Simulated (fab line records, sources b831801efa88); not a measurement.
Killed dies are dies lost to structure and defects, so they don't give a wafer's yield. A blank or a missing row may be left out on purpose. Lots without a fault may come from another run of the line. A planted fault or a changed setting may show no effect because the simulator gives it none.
fab line records | flow sky130
record lots=6 wafers=18 last_day=49
route steps=708 shown CONTACT@424 METAL1@434 PAD_OPEN@708
lots that met no fault: from a run of the same line without faults
start_h: hours from the record's first day to the start of the lot's first wafer shown | wait_h: hours since the lot's step before | " the same as in the row above | L1.1+2: a row that stands for several wafers | - no value, or no start given | * or withheld: withheld | < > ~ a bound
route shown NAME@n: a module of which the file shows steps, and the number in the route of the first | usual: mean/standard deviation of fault-free wafers | same: alike in all rows | chamber/n: place in a boat | sites: the reading at each site | _std_site: their standard deviation | _edge_site: outer sites' mean less inner sites' | radius_mm: how far each site lies from the wafer's centre | mask NAME#n: copy n | behind: the tool/chamber that last shaped the wafer | hold: why the lot was held/for how many hours/how that ended | device: the transistor (n, p or np) that didn't switch | end of line: the same wafers' tests at the end of the route | a step without rows: its recipe alone | killed: dies lost to structure and defects at the first sort, not the wafer's yield | map: a wafer's dies, x killed, . not, _ none there
set.NAME: the setting as run; set.NAME@STEP: as run at that earlier step | model.NAME: the simulator's own value behind a step, which no gauge read
lots at some steps of the route; a table a step, a row a wafer
services: from which hour (start_h, from the record's first day; less than 0 if before it) a tool's chamber was out of use, for how many hours, and why
## steps
# step SKY_CONTACT_ETCH_18
# recipe target=Si3N4 chemistry=CHF3/O2 stop_on=TiN source_w=600 bias_w=200 pressure_mtorr=40 chf3_flow_sccm=50 O2_flow_sccm=5 time_s=39 target_depth_a=750
# usual O2_flow_sccm=4.999/0.016 bias_w=200.0/0.61 drypump_motor_current_A=5.7/0.32 oes_product_au=0.854/0.0081 throttle_valve_pct=8.793/0.0095
# columns lot.wafer tool chamber start_h wait_h O2_flow_sccm bias_w drypump_motor_current_A oes_product_au rf_hours_counter_h throttle_valve_pct
L439.2 rie_diel-03 0 - - 4.998 200.3 5.9 0.842 12 8.799
L439.4 " 3 " " 4.986 199.8 5.8 0.856 5 8.803
L439.6 " 1 " " 5.007 199.8 5.6 0.858 - 8.781
L444.1 rie_diel-03 3 - - 5.016 199.7 5.8 0.850 6 8.800
L444.5 " 0 " " 5.010 198.9 5.8 0.849 - 8.784
L444.6 " 1 " " 4.960 200.0 5.7 0.861 - 8.805
L445.1 rie_diel-01 3 - - 4.965 200.8 5.6 0.860 11 8.800
L445.3 " 0 " " 5.010 199.8 5.4 0.833 9 8.786
L445.4 " 1 " " 4.963 199.5 5.9 0.856 15 8.806
L446.1 rie_diel-03 1 - - 4.998 199.4 5.7 0.850 39 8.798
L446.5 " 0 " " 5.009 200.8 5.8 0.860 - 8.791
L446.6 " 3 " " 4.989 199.6 5.8 0.863 - 8.807
L456.1 rie_diel-01 3 - - 5.009 199.6 5.6 0.837 13 8.800
L456.2 " 2 " " 4.992 200.1 5.1 0.839 18 8.812
L456.4 " 1 " " 5.018 200.9 6.0 0.860 17 8.794
L457.2 rie_diel-01 0 - - 4.974 199.7 5.4 0.868 12 8.800
L457.4 " 2 " " 4.992 199.9 5.1 0.862 19 8.805
L457.5 " 2 " " 4.991 199.7 5.1 0.871 - 8.808
# step SKY_CONTACT_STRIP_19
# recipe chemistry=O2/N2 power_w=1400 pressure_mtorr=1500 platen_temp_c=withheld o2_flow_sccm=3000 n2_flow_sccm=300 overash_fraction=0.5
# step SKY_CONTACT_STRIP_20
# recipe chemistry=post_etch_residue_remover time_s=1200 temp_c=72.5
# step SKY_CONTACT_CLEAN_21
# recipe chemistry=IPA time_s=180 temp_c=25
# step SKY_CONTACT_CLEAN_22
# recipe chemistry=O3/DIW dry=n2_spin
# step SKY_CONTACT_SPUTTER_23
# recipe material=TiN target_thk_nm=20 chamber_pressure_pa=5 power_w=4000 time_s=80
# step SKY_CONTACT_CVD_24
# recipe material=W target_thk_nm=340 time_s=102.12 temp_c=400 pressure_torr=40
# step SKY_CONTACT_RS_MEAS_25
# recipe thk_meas_gauge=four-point-probe reads=W_of_CONTACT_CVD_24+TiN_of_CONTACT_SPUTTER_23
# usual CONTACT_W_RS=0.337/0.0045
# columns lot.wafer tool chamber start_h wait_h CONTACT_W_RS[ohm/sq]
L439.2 film_metro-02 - 731.21 0.1 0.335
L439.4 " - " " 0.345
L439.6 " - " " 0.338
L444.1 film_metro-04 - 778.81 0.1 0.341
L444.5 " - " " 0.333
L444.6 " - " " 0.340
L445.1 film_metro-02 - 790.16 0.1 0.333
L445.3 " - " " 0.337
L445.4 " - " " 0.332
L446.1 film_metro-02 - 811.43 0.1 0.333
L446.5 " - " " 0.339
L446.6 " - " " 0.333
L456.1 film_metro-02 - 866.86 0.1 0.337
L456.2 " - " " 0.331
L456.4 " - " " 0.329
L457.2 film_metro-04 - 892.19 0.1 0.334
L457.4 " - " " 0.337
L457.5 " - " " 0.338
# step SKY_CONTACT_THK_MEAS_26
# recipe thk_meas_gauge=xrf reads=W_of_CONTACT_CVD_24
# usual CONTACT_W_THK=353/6
# columns lot.wafer tool chamber start_h wait_h CONTACT_W_THK[nm]
L439.2 film_metro-02 - 731.32 0.1 357
L439.4 " - " " 344
L439.6 " - " " 355
L444.1 film_metro-04 - 778.93 0.1 348
L444.5 " - " " 356
L444.6 " - " " 350
L445.1 film_metro-02 - 790.28 0.1 357
L445.3 " - " " 355
L445.4 " - " " 357
L446.1 film_metro-02 - 811.55 0.1 364
L446.5 " - " " 354
L446.6 " - " " 362
L456.1 film_metro-02 - 866.98 0.1 356
L456.2 " - " " 362
L456.4 " - " " 362
L457.2 film_metro-04 - 892.30 0.1 355
L457.4 " - " " 350
L457.5 " - " " 351
# step SKY_CONTACT_CMP_27
# recipe stop_on=SiO2 t_overpolish_s=15 down_force_psi=3.5 platen_rpm=60 target_thk_nm=0 pad_velocity_m_s=0.94248
# usual motor_current_A=10.6/0.65 overpolish_run_s=14.999/0.0093 time_to_endpoint_s=81/3.5
# columns lot.wafer tool chamber start_h wait_h motor_current_A overpolish_run_s time_to_endpoint_s
L439.2 cmp-02 2 731.42 0.1 10.5 14.977 76
L439.4 " 0 " " 10.2 15.012 77
L439.6 " 2 " " 10.7 14.999 81
L444.1 cmp-02 3 779.04 0.1 9.9 15.013 81
L444.5 " 2 " " 11.1 14.989 81
L444.6 " 3 " " 9.9 15.003 82
L445.3 cmp-02 0 790.34 0.0 11.0 14.997 80
L445.4 " 1 " " 9.8 14.994 81
L445.1 " 3 " " 10.1 14.998 85
L446.1 cmp-02 1 811.66 0.1 10.6 14.994 79
L446.6 " 0 " " 10.7 15.007 80
L446.5 " 1 " " 10.6 15.000 79
L456.1 cmp-02 1 867.04 0.1 10.3 14.993 78
L456.2 " 2 " " 10.6 15.008 80
L456.4 " 0 " " 10.8 14.994 80
L457.4 cmp-01 0 892.35 0.0 9.6 14.990 74
L457.2 " 3 " " 11.1 14.988 82
L457.5 " 0 " " 9.8 15.008 76
# step SKY_METAL1_SPUTTER_00
# recipe material=Ti target_thk_nm=15 power_w=3000 time_s=10 chamber_pressure_pa=0.4
# step SKY_METAL1_SPUTTER_01
# recipe material=TiN target_thk_nm=20 power_w=6500 time_s=16.7 chamber_pressure_pa=0.4
# usual throttle_valve_pct=29.6/0.93
# columns lot.wafer tool chamber start_h wait_h throttle_valve_pct
L439.2 pvd_sputter-04 - 731.69 0.0 30.0
L439.4 " - " " 31.3
L439.6 " - " " 29.7
L444.1 pvd_sputter-02 - 779.31 0.0 29.3
L444.5 " - " " 29.6
L444.6 " - " " 29.9
L445.1 pvd_sputter-02 - 790.66 0.0 29.0
L445.3 " - " " 28.3
L445.4 " - " " 29.6
L446.1 pvd_sputter-02 - 811.93 0.0 28.4
L446.5 " - " " 28.2
L446.6 " - " " 29.7
L456.1 pvd_sputter-04 - 867.36 0.0 30.1
L456.2 " - " " 31.6
L456.4 " - " " 30.0
L457.2 pvd_sputter-01 - 892.67 0.0 28.6
L457.4 " - " " 28.9
L457.5 " - " " 29.1
# step SKY_METAL1_SPUTTER_02
# recipe material=AlCu target_thk_nm=250 power_w=10600 time_s=13.3 chamber_pressure_pa=0.4
# usual throttle_valve_pct=29.5/0.93
# columns lot.wafer tool chamber start_h wait_h throttle_valve_pct
L439.2 pvd_sputter-04 - 731.72 0.0 29.7
L439.4 " - " " 31.7
L439.6 " - " " 29.9
L444.1 pvd_sputter-02 - 779.34 0.0 29.7
L444.5 " - " " 29.8
L444.6 " - " " 29.8
L445.1 pvd_sputter-02 - 790.69 0.0 28.8
L445.3 " - " " 28.0
L445.4 " - " " 29.7
L446.1 pvd_sputter-02 - 811.96 0.0 28.2
L446.5 " - " " 28.2
L446.6 " - " " 29.4
L456.1 pvd_sputter-04 - 867.38 0.0 30.1
L456.2 " - " " 31.3
L456.4 " - " " 30.1
L457.2 pvd_sputter-01 - 892.70 0.0 28.6
L457.4 " - " " 29.3
L457.5 " - " " 29.1
# step SKY_METAL1_SPUTTER_03
# recipe material=Ti target_thk_nm=5 power_w=3000 time_s=3.3 chamber_pressure_pa=0.4
# usual throttle_valve_pct=29.5/0.9
# columns lot.wafer tool chamber start_h wait_h throttle_valve_pct
L439.2 pvd_sputter-04 - 731.74 0.0 29.8
L439.4 " - " " 31.3
L439.6 " - " " 29.8
L444.1 pvd_sputter-02 - 779.36 0.0 29.5
L444.5 " - " " 29.6
L444.6 " - " " 29.8
L445.1 pvd_sputter-02 - 790.71 0.0 29.0
L445.3 " - " " 28.4
L445.4 " - " " 30.0
L446.1 pvd_sputter-02 - 811.98 0.0 28.3
L446.5 " - " " 28.6
L446.6 " - " " 29.6
L456.1 pvd_sputter-04 - 867.41 0.0 30.1
L456.2 " - " " 31.1
L456.4 " - " " 30.0
L457.2 pvd_sputter-01 - 892.72 0.0 28.4
L457.4 " - " " 28.8
L457.5 " - " " 29.0
# step SKY_METAL1_SPUTTER_04
# recipe material=TiN target_thk_nm=70 power_w=6500 time_s=58.3 chamber_pressure_pa=0.4
# usual throttle_valve_pct=29.5/0.92
# columns lot.wafer tool chamber start_h wait_h throttle_valve_pct
L439.2 pvd_sputter-04 - 731.76 0.0 29.8
L439.4 " - " " 31.4
L439.6 " - " " 29.9
L444.1 pvd_sputter-02 - 779.38 0.0 29.6
L444.5 " - " " 29.6
L444.6 " - " " 30.1
L445.1 pvd_sputter-02 - 790.73 0.0 29.0
L445.3 " - " " 28.4
L445.4 " - " " 29.4
L446.1 pvd_sputter-02 - 812.00 0.0 28.3
L446.5 " - " " 28.2
L446.6 " - " " 29.5
L456.1 pvd_sputter-04 - 867.43 0.0 30.0
L456.2 " - " " 31.3
L456.4 " - " " 29.8
L457.2 pvd_sputter-01 - 892.74 0.0 28.7
L457.4 " - " " 29.0
L457.5 " - " " 29.1
# step SKY_METAL1_RS_MEAS_05
# recipe thk_meas_gauge=four-point-probe reads=TiN_of_METAL1_SPUTTER_04+Ti_of_METAL1_SPUTTER_03+AlCu_of_METAL1_SPUTTER_02+TiN_of_METAL1_SPUTTER_01+Ti_of_METAL1_SPUTTER_00
# usual METAL1_ALCU_RS=0.1270/0.0011
# columns lot.wafer tool chamber start_h wait_h METAL1_ALCU_RS[ohm/sq]
L439.2 film_metro-03 - 731.83 0.0 0.1258
L439.4 " - " " 0.1279
L439.6 " - " " 0.1268
L444.1 film_metro-01 - 779.43 0.0 0.1286
L444.5 " - " " 0.1285
L444.6 " - " " 0.1276
L445.1 film_metro-01 - 790.78 0.0 0.1242
L445.3 " - " " 0.1463
L445.4 " - " " 0.1256
L446.1 film_metro-01 - 812.05 0.0 0.1492
L446.5 " - " " 0.1498
L446.6 " - " " 0.1283
L456.1 film_metro-02 - 867.48 0.0 0.1274
L456.2 " - " " 0.1272
L456.4 " - " " 0.1272
L457.2 film_metro-01 - 892.81 0.0 0.1260
L457.4 " - " " 0.1276
L457.5 " - " " 0.1278
# step SKY_METAL1_THK_MEAS_06
# recipe thk_meas_gauge=xrf reads=AlCu_of_METAL1_SPUTTER_02
# usual METAL1_ALCU_THK=247.5/2.8
# columns lot.wafer tool chamber start_h wait_h METAL1_ALCU_THK[nm]
L439.2 film_metro-03 - 731.94 0.1 248.7
L439.4 " - " " 245.7
L439.6 " - " " 248.8
L444.1 film_metro-01 - 779.55 0.1 244.4
L444.5 " - " " 243.3
L444.6 " - " " 246.8
L445.1 film_metro-01 - 790.90 0.1 254.1
L445.3 " - " " 221.1
L445.4 " - " " 252.5
L446.1 film_metro-01 - 812.17 0.1 216.2
L446.5 " - " " 216.1
L446.6 " - " " 247.3
L456.1 film_metro-02 - 867.60 0.1 245.6
L456.2 " - " " 246.1
L456.4 " - " " 245.9
L457.2 film_metro-01 - 892.92 0.1 249.0
L457.4 " - " " 244.4
L457.5 " - " " 247.3
# step SKY_METAL1_DEHYDRATE_07
# recipe temp_c=200 time_s=60
# step SKY_METAL1_HMDS_08
# recipe prime_time_s=60 prime_temp_c=120
# step SKY_METAL1_COAT_09
# recipe resist=BARC temp_c=withheld time_s=withheld spin_rpm=3000 resist_thk_nm=60
# step SKY_METAL1_COAT_10
# recipe resist=KrF-thick spin_rpm=3000 resist_thk_nm=450
# step SKY_METAL1_SOFTBAKE_11
# recipe temp_c=100 time_s=90 resist=KrF-thick
# step SKY_METAL1_EXPOSE_12
# recipe mask_id=MM1 na=0.8 source_shape=annular sigma_inner=0.55 sigma_outer=0.85 target_cd_nm=140 dose_mj=28
# step SKY_METAL1_PEB_13
# recipe peb_temp_c=withheld peb_time_s=withheld resist=KrF-thick
# step SKY_METAL1_DEVELOP_14
# recipe develop_time_s=60 resist=KrF-thick dev_temp_c=21
# step SKY_METAL1_CD_MEAS_15
# recipe target_cd_nm=140
# usual cd_nm=139.7/1.2
# columns lot.wafer tool chamber start_h wait_h cd_nm
L439.2 cd_sem-02 - 759.47 - 139.5
L439.4 " - " " 139.5
L439.6 " - " " 140.4
L444.1 cd_sem-01 - 805.06 - 138.5
L444.5 " - " " 138.6
L444.6 " - " " 137.7
L445.1 cd_sem-01 - 816.74 - 142.4
L445.3 " - " " 141.7
L445.4 " - " " 142.8
L446.1 cd_sem-01 - 838.81 - 139.4
L446.5 " - " " 140.4
L446.6 " - " " 139.4
L456.1 cd_sem-01 - 892.75 - 138.7
L456.2 " - " " 140.9
L456.4 " - " " 137.7
L457.2 cd_sem-02 - 918.27 - 141.0
L457.4 " - " " 140.3
L457.5 " - " " 139.5
# step SKY_METAL1_OVL_MEAS_16
# usual METAL1_OVL=2/5.7
# columns lot.wafer tool chamber start_h wait_h METAL1_OVL[nm]
L439.2 overlay-01 - 759.57 0.1 0
L439.4 " - " " 3
L439.6 " - " " 1
L444.1 overlay-01 - 805.18 0.1 5
L444.5 " - " " 6
L444.6 " - " " 2
L445.1 overlay-01 - 816.86 0.1 -1
L445.3 " - " " -3
L445.4 " - " " 3
L446.1 overlay-02 - 838.93 0.1 -12
L446.5 " - " " 2
L446.6 " - " " 11
L456.1 overlay-02 - 892.87 0.1 7
L456.2 " - " " 3
L456.4 " - " " -4
L457.2 overlay-01 - 918.37 0.1 5
L457.4 " - " " 3
L457.5 " - " " -1
# step SKY_METAL1_DESCUM_17
# recipe chemistry=O2 source_power_w=150 bias_power_w=0 pressure_mtorr=10 temp_c=40 time_s=8
# step SKY_METAL1_ETCH_18
# recipe chemistry=N2/H2 target=BARC ion_energy_ev=200 bias_w=100 pressure_mtorr=30 n2_flow_sccm=100 h2_flow_sccm=200 icp_w=500 stop_on=SiO2 time_s=45.9 target_depth_a=600
# step SKY_METAL1_METAL_ETCH_19
# recipe target_depth_a=3600 stop_on=SiO2 over_etch_frac=0.3 time_s=78 chemistry=Cl2/BCl3 resist_sidewall_deg=88 pressure_mtorr=10 icp_w=900 bias_w=48.5 Cl2_flow_sccm=60 bcl3_flow_sccm=30
# usual bcl3_flow_sccm=30.00/0.083 bias_w=48.53/0.15 drypump_motor_current_A=5.8/0.5 oes_product_au=0.854/0.0056 throttle_valve_pct=22.265/0.0087
# columns lot.wafer tool chamber start_h wait_h bcl3_flow_sccm bias_w drypump_motor_current_A oes_product_au rf_hours_counter_h throttle_valve_pct
L439.2 rie_metal-02 0 759.82 0.1 30.07 48.60 4.7 0.861 - 22.268
L439.4 " 0 " " 30.11 48.67 4.7 0.855 - 22.270
L439.6 " 0 " " 30.00 48.50 4.7 0.861 - 22.253
L444.1 rie_metal-03 0 805.31 0.0 29.96 48.64 6.0 0.848 4.7 22.268
L444.5 " 0 " " 29.94 48.54 6.0 0.857 - 22.260
L444.6 " 1 " " 29.90 48.33 6.3 0.845 - 22.276
L445.1 rie_metal-04 0 816.99 0.0 29.98 48.59 5.8 0.863 7.2 22.256
L445.3 " 0 " " 30.04 48.72 5.8 0.822 - 22.268
L445.4 " 1 " " 29.95 48.49 6.1 0.856 - 22.251
L446.1 rie_metal-02 0 839.06 0.0 30.06 48.60 4.7 0.808 5.7 22.248
L446.5 " 0 " " 30.01 48.58 4.7 0.814 - 22.255
L446.6 " 1 " " 29.90 48.57 5.5 0.854 - 22.275
L456.1 rie_metal-04 0 893.00 0.0 29.95 48.74 5.8 0.857 10.6 22.270
L456.2 " 1 " " 29.98 48.43 6.1 0.849 11.5 22.271
L456.4 " 0 " " 29.94 48.73 5.8 0.861 - 22.252
L457.2 rie_metal-03 0 918.50 0.0 29.88 48.53 6.0 0.857 9.9 22.259
L457.4 " 1 " " 29.95 48.54 6.3 0.857 - 22.280
L457.5 " 1 " " 30.07 48.71 6.2 0.856 - 22.265
# step SKY_METAL1_STRIP_20
# recipe chemistry=O2/N2 power_w=1400 pressure_mtorr=1500 platen_temp_c=withheld o2_flow_sccm=3000 n2_flow_sccm=300 overash_fraction=0.5
# step SKY_PAD_OPEN_PROBE_99
# usual defect_limited_yield=82.4/1.8 killed_at_M0_to_M3=43/7.8 killed_at_M4_up=3.2/1.7 killed_at_contacts=24/5.2 killed_at_front_end=15/4.5 killed_at_other=0.4/0.65 killed_dies=87/9.1 killed_open=47/7.3 killed_short=40/6.5 sort_bin_3_pad_short=0.9/0.46 sort_bin_5_function=10.4/1.5 sort_bin_6_memory=6.3/1 sort_n_pass=405/9.1 sort_yield_pct=82.4/1.8
# same gross_dies=492 killed_at_back_side=0 sort_bin_4_leakage[%]=0 sort_bin_8_speed[%]=0
# columns lot.wafer tool chamber start_h wait_h defect_limited_yield[%] killed_at_M0_to_M3 killed_at_M4_up killed_at_contacts killed_at_front_end killed_at_other killed_dies killed_open killed_short sort_bin_3_pad_short[%] sort_bin_5_function[%] sort_bin_6_memory[%] sort_n_pass sort_yield_pct[%] model.etest.met1.rs_ohm_sq_rim_less_centre
L439.2 prober-02 - 1070.28 0.1 79.9 62 4 19 13 1 99 56 43 0.8 13.2 6.1 393 79.9 -0.0002949
L439.4 prober-02 - 1070.38 0.2 83.1 44 0 20 19 0 83 51 32 0.4 10.2 6.3 409 83.1 0.0004174
L439.6 prober-02 - 1070.48 0.2 78.3 45 5 34 23 0 107 54 53 1.4 13.6 6.7 385 78.3 2.161e-08
L444.1 prober-01 - 1105.17 0.1 82.3 38 2 27 19 1 87 53 34 0.4 12.2 5.1 405 82.3 0.0003657
L444.5 prober-01 - 1105.37 0.2 80.5 50 5 22 19 0 96 50 45 0.8 13.8 4.9 396 80.5 -0.001569
L444.6 prober-01 - 1105.42 0.2 82.5 35 2 33 13 3 86 41 44 1.4 8.9 7.1 406 82.5 -0.0005329
L445.1 prober-02 - 1114.57 0.1 84.1 26 3 33 16 0 78 42 36 0.8 8.1 6.9 414 84.1 -0.001465
L445.3 prober-02 - 1114.67 0.2 80.5 42 1 25 28 0 96 50 46 0.6 13.6 5.3 396 80.5 0.04294
L445.4 prober-02 - 1114.72 0.2 81.5 42 3 32 14 0 91 43 48 1.4 12.0 5.1 401 81.5 -0.0005179
L446.1 prober-01 - 1130.07 0.1 85.2 27 2 21 22 1 73 33 39 1.2 7.5 6.1 419 85.2 0.04187
L446.5 prober-01 - 1130.27 0.2 81.9 52 1 29 7 0 89 49 40 0.6 12.0 5.5 403 81.9 0.04243
L446.6 prober-01 - 1130.32 0.2 81.5 37 6 31 16 1 91 47 44 1.2 10.4 6.9 401 81.5 0.001724
L456.1 prober-02 - 1172.88 0.1 82.5 45 1 19 21 0 86 35 51 1.0 10.6 5.9 406 82.5 -0.002916
L456.2 prober-02 - 1172.93 0.1 79.1 50 6 32 15 0 103 50 53 1.2 11.8 7.9 389 79.1 0.0007444
L456.4 prober-02 - 1173.03 0.2 81.1 45 1 22 25 0 93 49 44 0.4 11.6 6.9 399 81.1 0.002036
L457.2 prober-02 - 1187.34 0.1 82.5 42 4 26 14 0 86 55 31 0.8 10.2 6.5 406 82.5 -0.0003191
L457.4 prober-02 - 1187.44 0.2 83.1 47 7 19 10 0 83 48 35 1.0 9.1 6.7 409 83.1 -0.0002436
L457.5 prober-02 - 1187.49 0.2 81.7 48 5 24 13 0 90 50 40 1.6 10.4 6.3 402 81.7 -0.003058
# killed by level:class
L439.2 VIA2:geometric_particle:open=11 VIA3:geometric_particle:open=11 VIA1:geometric_particle:open=9 METAL1:geometric_particle:short=9 VIA1:geometric_particle:short=6 FIELD_ISO:geometric_particle:open=5 LI_CONTACT:geometric_particle:open=5 LOCAL_INTERCONNECT:geometric_particle:short=5
L439.4 VIA3:geometric_particle:open=11 CONTACT:geometric_particle:open=9 POLY_GATE:geometric_particle:open=8 VIA1:geometric_particle:open=8 VIA1:geometric_particle:short=5 VIA2:geometric_particle:short=4 METAL2:geometric_particle:short=4 VIA2:geometric_particle:open=4
L439.6 VIA1:geometric_particle:open=13 LI_CONTACT:geometric_particle:open=10 CONTACT:geometric_particle:open=10 CONTACT:geometric_particle:short=8 POLY_GATE:geometric_particle:short=8 FIELD_ISO:geometric_particle:short=7 VIA1:geometric_particle:short=7 VIA3:geometric_particle:open=6
L444.1 VIA1:geometric_particle:open=10 LI_CONTACT:geometric_particle:open=9 VIA2:geometric_particle:open=9 METAL2:geometric_particle:short=8 CONTACT:geometric_particle:open=8 FIELD_ISO:geometric_particle:open=5 FIELD_ISO:geometric_particle:short=4 CONTACT:geometric_particle:short=4
L444.5 VIA1:geometric_particle:open=15 METAL1:geometric_particle:short=11 CONTACT:geometric_particle:open=10 VIA3:geometric_particle:open=7 FIELD_ISO:geometric_particle:open=6 VIA3:geometric_particle:short=6 FIELD_ISO:geometric_particle:short=5 LI_CONTACT:geometric_particle:open=4
L444.6 CONTACT:geometric_particle:open=13 VIA1:geometric_particle:open=10 LOCAL_INTERCONNECT:geometric_particle:short=7 CONTACT:geometric_particle:short=6 POLY_GATE:geometric_particle:open=5 VIA1:geometric_particle:short=5 FIELD_ISO:geometric_particle:short=4 LI_CONTACT:geometric_particle:open=4
L445.1 CONTACT:geometric_particle:open=10 CONTACT:geometric_particle:short=7 LI_CONTACT:geometric_particle:open=6 VIA1:geometric_particle:open=6 FIELD_ISO:geometric_particle:open=5 LOCAL_INTERCONNECT:geometric_particle:short=5 FIELD_ISO:geometric_particle:short=4 POLY_GATE:geometric_particle:open=4
L445.3 CONTACT:geometric_particle:open=12 VIA1:geometric_particle:short=8 VIA1:geometric_particle:open=8 FIELD_ISO:geometric_particle:open=7 CONTACT:geometric_particle:short=7 METAL1:geometric_particle:short=7 FIELD_ISO:geometric_particle:short=6 VIA3:geometric_particle:open=6
L445.4 VIA1:geometric_particle:open=10 LI_CONTACT:geometric_particle:open=9 CONTACT:geometric_particle:open=9 LOCAL_INTERCONNECT:geometric_particle:short=8 VIA3:geometric_particle:open=8 METAL1:geometric_particle:short=6 METAL2:geometric_particle:short=6 LI_CONTACT:geometric_particle:short=5
L446.1 POLY_GATE:geometric_particle:short=7 LI_CONTACT:geometric_particle:open=6 CONTACT:geometric_particle:open=5 VIA1:geometric_particle:open=5 VIA3:geometric_particle:open=5 FIELD_ISO:geometric_particle:short=4 FIELD_ISO:geometric_particle:open=4 CONTACT:geometric_particle:short=4
L446.5 CONTACT:geometric_particle:open=13 VIA1:geometric_particle:open=9 METAL2:geometric_particle:short=8 VIA1:geometric_particle:short=7 VIA3:geometric_particle:open=6 CONTACT:geometric_particle:short=6 VIA2:geometric_particle:open=6 LOCAL_INTERCONNECT:geometric_particle:short=5
L446.6 CONTACT:geometric_particle:open=12 VIA1:geometric_particle:open=10 LI_CONTACT:geometric_particle:open=7 METAL1:geometric_particle:short=6 POLY_GATE:geometric_particle:short=5 POLY_GATE:geometric_particle:open=5 CONTACT:geometric_particle:short=5 VIA3:geometric_particle:open=5
L456.1 METAL2:geometric_particle:short=9 METAL1:geometric_particle:short=8 VIA2:geometric_particle:open=8 LOCAL_INTERCONNECT:geometric_particle:short=6 CONTACT:geometric_particle:open=6 VIA1:geometric_particle:short=6 FIELD_ISO:geometric_particle:open=5 POLY_GATE:geometric_particle:short=5
L456.2 CONTACT:geometric_particle:open=13 METAL1:geometric_particle:short=9 LI_CONTACT:geometric_particle:open=7 VIA1:geometric_particle:open=7 CONTACT:geometric_particle:short=6 METAL4:geometric_particle:short=6 VIA2:geometric_particle:short=6 VIA3:geometric_particle:open=5
L456.4 POLY_GATE:geometric_particle:short=10 VIA1:geometric_particle:open=8 LI_CONTACT:geometric_particle:open=8 CONTACT:geometric_particle:open=8 METAL2:geometric_particle:short=6 VIA2:geometric_particle:open=6 VIA3:geometric_particle:open=5 FIELD_ISO:geometric_particle:short=4
L457.2 VIA1:geometric_particle:open=14 VIA2:geometric_particle:open=10 CONTACT:geometric_particle:open=8 FIELD_ISO:geometric_particle:open=5 LI_CONTACT:geometric_particle:open=5 LOCAL_INTERCONNECT:geometric_particle:short=5 VIA3:geometric_particle:open=5 CONTACT:geometric_particle:short=4
L457.4 VIA3:geometric_particle:open=10 CONTACT:geometric_particle:open=8 VIA1:geometric_particle:open=8 VIA2:geometric_particle:open=8 METAL4:geometric_particle:short=7 METAL2:geometric_particle:short=7 VIA1:geometric_particle:short=5 LI_CONTACT:geometric_particle:open=4
L457.5 CONTACT:geometric_particle:open=11 VIA1:geometric_particle:open=11 METAL1:geometric_particle:short=7 VIA3:geometric_particle:open=7 METAL2:geometric_particle:short=6 VIA2:geometric_particle:open=6 VIA3:geometric_particle:short=5 FIELD_ISO:geometric_particle:open=4
## services
# columns tool chamber start_h hours kind
rie_diel-01 0 720.45 3.4 repair
pvd_sputter-02 - 728.73 6.8 repair
pvd_sputter-02 - 734.99 3.5 repair
rie_diel-03 - 735.82 14.6 pm
pvd_sputter-01 - 741.10 16.8 repair
cmp-01 - 744.15 4.0 pm
rie_metal-02 - 749.01 2.8 pm
rie_metal-04 - 773.97 2.8 pm
cmp-01 - 777.44 0.9 repair
rie_diel-03 0 780.75 2.1 repair
cmp-01 - 781.58 5.0 pm
pvd_sputter-04 - 789.37 1.3 repair
rie_metal-04 - 791.40 1.5 repair
rie_diel-01 2 791.93 15.2 repair
pvd_sputter-02 - 815.49 1.7 repair
rie_diel-01 3 818.91 7.6 repair
rie_metal-02 - 848.78 4.3 pm
cmp-01 - 865.34 0.4 repair
pvd_sputter-01 - 867.85 1.5 repair
rie_metal-02 0 875.06 5.7 repair
pvd_sputter-01 - 883.75 1.2 repair
rie_diel-03 1 888.60 10.9 repair
pvd_sputter-04 - 907.88 53.0 repair
cmp-02 - 912.00 4.0 pm
## key
first_sign step=SKY_METAL1_RS_MEAS_05 reading=METAL1_ALCU_RS direction=up sigmas=20 usual=0.1270 struck=0.1484
effect step=SKY_METAL1_THK_MEAS_06 reading=METAL1_ALCU_THK direction=down sigmas=11 usual=247.5 struck=217.8
effect step=SKY_METAL1_METAL_ETCH_19 reading=oes_product_au direction=down sigmas=7.1 usual=0.854 struck=0.815
model_effect step=SKY_PAD_OPEN_PROBE_99 value=etest.met1.rs_ohm_sq_rim_less_centre without=-0.001028 struck=0.04241
met_at SKY_METAL1_SPUTTER_02
struck_wafers L445.3,L446.1,L446.5
fault kind=site_profile_drift tool=pvd_sputter-02 chamber=- onset_h=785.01 steps=SKY_METAL1_SPUTTER_02 basis=fraction max_abs_drift=0.26588 slope_share_per_hr=59.084 site_pattern=0,0,0,0,0,-1,-1,-1,-1 scope=struck_wafers_only
